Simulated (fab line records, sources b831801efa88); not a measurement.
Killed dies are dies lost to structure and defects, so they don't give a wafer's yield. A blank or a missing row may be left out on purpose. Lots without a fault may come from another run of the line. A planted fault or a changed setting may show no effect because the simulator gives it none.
Which tool did it? | flow sky130 | 6 lots, 18 wafers sampled, at 3 steps of a route of 708

WHAT THE GAUGES READ, wafer by wafer
SKY_LDD_P_TW_MEAS_11.
lot  | measured     | on            | LDD_P_TW
L389 | day 20 06:28 | film_metro-01 | 641.0 638.9 641.5
L391 | day 21 05:49 | film_metro-04 | 640.9 644.2 644.0
L393 | day 21 16:33 | film_metro-03 | 636.5 636.8 635.8
L396 | day 22 15:51 | film_metro-01 | 640.7 639.2 642.5
L400 | day 24 07:50 | film_metro-04 | 638.2 643.8 640.0
L406 | day 26 00:55 | film_metro-04 | 660.9 664.4 664.4

WHICH TOOL RAN EACH LOT (tool, then ch and the chambers of the sampled wafers, then the start)
lot  | SKY_RES_PROTECT_STRIP_07             | SKY_LDD_P_IMPLANT_09
L389 | plasma_asher-03 ch 0,1, day 16 04:02 | implanter-02 ch 0, day 20 06:14
L391 | plasma_asher-01 ch 0,1, day 17 02:49 | implanter-03 ch 0, day 21 05:35
L393 | plasma_asher-03 ch 0,1, day 17 14:10 | implanter-01 ch 0, day 21 16:18
L396 | plasma_asher-01 ch 0,1, day 18 14:15 | implanter-03 ch 0, day 22 15:36
L400 | plasma_asher-04 ch 0,1, day 20 07:34 | implanter-03 ch 0, day 24 07:36
L406 | plasma_asher-03 ch 0,1, day 22 01:12 | implanter-01 ch 0, day 26 00:41
- SKY_RES_PROTECT_STRIP_07: strips in O2/N2.
- SKY_LDD_P_IMPLANT_09

THE ANSWER, worked out from the rows above alone
Rule: what is usual is taken from the lots themselves. Put in order of their means at a reading, lots are off if they are a third of the lots or fewer, leave a main group of 4 or more, and stand apart from it by a gap of 3 or more times the standard deviation of the main group's means; of several such gaps the widest counts. A main group whose means are all the same, to the digits that the tables above print for the reading, isn't used. A lot without any number at a reading at which 4 lots or more have one is off too. The other lots that the step has rows for count as sound.
Off: L406, at SKY_LDD_P_TW_MEAS_11 (LDD_P_TW). The main group: mean 640.3, standard deviation 2.2.
A tool fits if, at a process step before that reading, it ran every lot that is off, and no sound lot after the first of them. The gauges at SKY_LDD_P_TW_MEAS_11 are tried like those tools. Can't be told from this: 3 tools fit, plasma_asher-03 at SKY_RES_PROTECT_STRIP_07, implanter-01 at SKY_LDD_P_IMPLANT_09, film_metro-04 at SKY_LDD_P_TW_MEAS_11.

WHAT THE SIMULATOR HAD PUT IN
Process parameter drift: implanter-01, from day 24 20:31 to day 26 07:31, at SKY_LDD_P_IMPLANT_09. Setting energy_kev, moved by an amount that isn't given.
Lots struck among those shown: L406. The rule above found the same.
